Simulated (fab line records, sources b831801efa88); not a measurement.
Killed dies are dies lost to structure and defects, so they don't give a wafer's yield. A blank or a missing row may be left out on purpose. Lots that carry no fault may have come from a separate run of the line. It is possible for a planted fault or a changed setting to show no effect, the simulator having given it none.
A lot that was struck, set against a sound lot ; flow sky130 ; 15 out of 708 route steps
Sound: wafers L945.1, L945.5, L945.6. Wafers L957.1, L957.2, L957.6 were the ones struck. At the end, the cause is stated.
Each step with rows lists, per side, the tool, then ch with its chambers, then its first start. Under that, the readings that differ: sound wafers ; struck wafers ; difference of the means ; sigmas: that difference in standard deviations of wafers without a fault.
alike: a reading whose means differ by less than 2 such deviations, as well as words and numbers matching on both sides. not compared: withheld readings; readings where some wafer has no value; bounds like >300 that might hide an equal value; numbers whose values overlap and for which the record gives no deviation.
Wherever a step has rows on one side only, a row that says differs or no value, or a row with sigmas, the two part there. Non-overlapping numbers with no deviation appear without sigmas and do not part them. A reading that every wafer of one side lacks parts them only if that side has two wafers or more.

first, 8 steps without rows for these wafers: SKY_METAL2_DEHYDRATE_07 (time 60 s); SKY_METAL2_HMDS_08 (prime time 60 s); SKY_METAL2_COAT_09 (resist thk 60 nm); SKY_METAL2_COAT_10 (resist thk 450 nm); SKY_METAL2_SOFTBAKE_11 (time 90 s); SKY_METAL2_EXPOSE_12 (exposes mask MM2, target cd 140 nm); SKY_METAL2_PEB_13; SKY_METAL2_DEVELOP_14 (develop time 60 s).
SKY_METAL2_CD_MEAS_15: target cd 140 nm.
  sound on cd sem-02, day 36 13:04; struck on cd sem-02, day 39 23:05
  alike: cd nm
SKY_METAL2_OVL_MEAS_16:
  sound on overlay-01, day 36 13:11; struck on overlay-02, day 39 23:12
  alike: METAL2_OVL
SKY_METAL2_DESCUM_17: chemistry O2, time 8 s.
  sound on rie metal-01 ch 1, day 36 13:13; struck on rie metal-01 ch 0,1, day 39 23:14
  alike: drypump motor current A, oes product au
  not compared: rf hours counter h
SKY_METAL2_ETCH_18: etches BARC in N2/H2, stops on SiO2, time 45.9 s, target depth 60 nm.
  sound on rie metal-01 ch 1, day 36 13:17; struck on rie metal-01 ch 0,1, day 39 23:16
  alike: bias w, chamber pressure mTorr, drypump motor current A, oes product au, throttle valve pct
  not compared: rf hours counter h
SKY_METAL2_METAL_ETCH_19: etches the open film in Cl2/BCl3, stops on SiO2, target depth 360 nm, time 78 s.
  sound on rie metal-01 ch 1, day 36 13:24; struck on rie metal-01 ch 0,1, day 39 23:20
  no value came back on the struck wafers for any of 5 readings (bcl3 flow sccm (sccm), bias w (W) and others); on the sound wafers bcl3 flow sccm (sccm) reads 29.92 29.92 30.01
reading;sound;struck;difference;sigmas
model.KrF-thick_of_METAL2_COAT_10.thk nm (nm);163.9 164.5 164.1;393.3 393.7 394.8;+229.8;
model.SiO2_of_VIA1_HDPCVD_00.thk nm (nm);332.7 331.5 331.9;343 342.4 342.5;+11;
  not compared: rf hours counter h
SKY_METAL2_STRIP_20: strips in O2/N2.
  sound on plasma asher-02 ch 0,1, day 36 13:35; struck on plasma asher-03 ch 0,1, day 39 23:26
reading;sound;struck;difference;sigmas
oes product au (a.u.);0.338 0.344 0.350;0.450 0.450 0.437;+0.102;+20
strip time to endpoint s (s);2.76 2.76 2.75;5.20 5.21 5.23;+2.46;+61
  alike: drypump motor current A, o2 flow sccm
  not compared: rf hours counter h
then, 1 step without rows for these wafers: SKY_METAL2_STRIP_21 (strips in post etch residue remover, time 1200 s).

## WHERE THEY PART
First at SKY_METAL2_METAL_ETCH_19; last, within this record, at SKY_METAL2_STRIP_20.

WHY: whatever the simulator had introduced
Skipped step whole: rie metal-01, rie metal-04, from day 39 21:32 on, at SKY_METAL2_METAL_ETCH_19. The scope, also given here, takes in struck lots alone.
